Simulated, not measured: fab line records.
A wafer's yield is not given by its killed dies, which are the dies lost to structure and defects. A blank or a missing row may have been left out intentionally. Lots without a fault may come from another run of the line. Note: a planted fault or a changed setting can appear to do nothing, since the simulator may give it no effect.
Matching of chambers	flow sky130	SKY_VIA1_ETCH_15 on rie diel-02 has 4 sister chambers
The step etches SiO2 in C4F8/O2/Ar, stops on TiN, target depth 351 nm, time 54 s. 4 wafers are shown with their chamber, then 8 later ones without.

WAFERS PAIRED WITH THEIR CHAMBERS
wafer	chamber	oes product au (a.u.)
L083.2	1	0.979
L083.5	3	0.989
L083.6	0	0.989
L086.1	2	0.961

WAFERS WITHOUT THEIR CHAMBER
wafer	oes product au (a.u.)
L086.3	0.976
L086.4	0.976
L089.2	0.979
L089.3	0.994
L089.4	0.986
L088.3	0.992
L088.4	0.984
L088.5	0.986

CHAMBER TAKEN BY EACH
wafer	from the rows above	in truth
L086.3	1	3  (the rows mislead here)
L086.4	1	1
L089.2	1	1
L089.3	can't be placed: 0 or 3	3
L089.4	can't be placed: 0 or 3 or 1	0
L088.3	can't be placed: 0 or 3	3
L088.4	can't be placed: 0 or 1 or 3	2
L088.5	can't be placed: 0 or 3 or 1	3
2 of 8 placed correctly. From these rows, 5 cannot be placed; in 4 the true chamber is one of the candidates. 1 placed wrongly.
How it was worked out, from the rows above alone: a wafer's distance from a chamber is the root of the sum, over the readings, of the square of ((its reading less the chamber's mean) divided by the reading's scatter). The wafer belongs to the nearest chamber; if the next one is less than 2 further off, it can't be placed. Each chamber's mean is taken over the wafers shown for it. The scatter: root of mean squared gap, hidden wafer to nearest shown wafer, with one shown wafer a chamber.
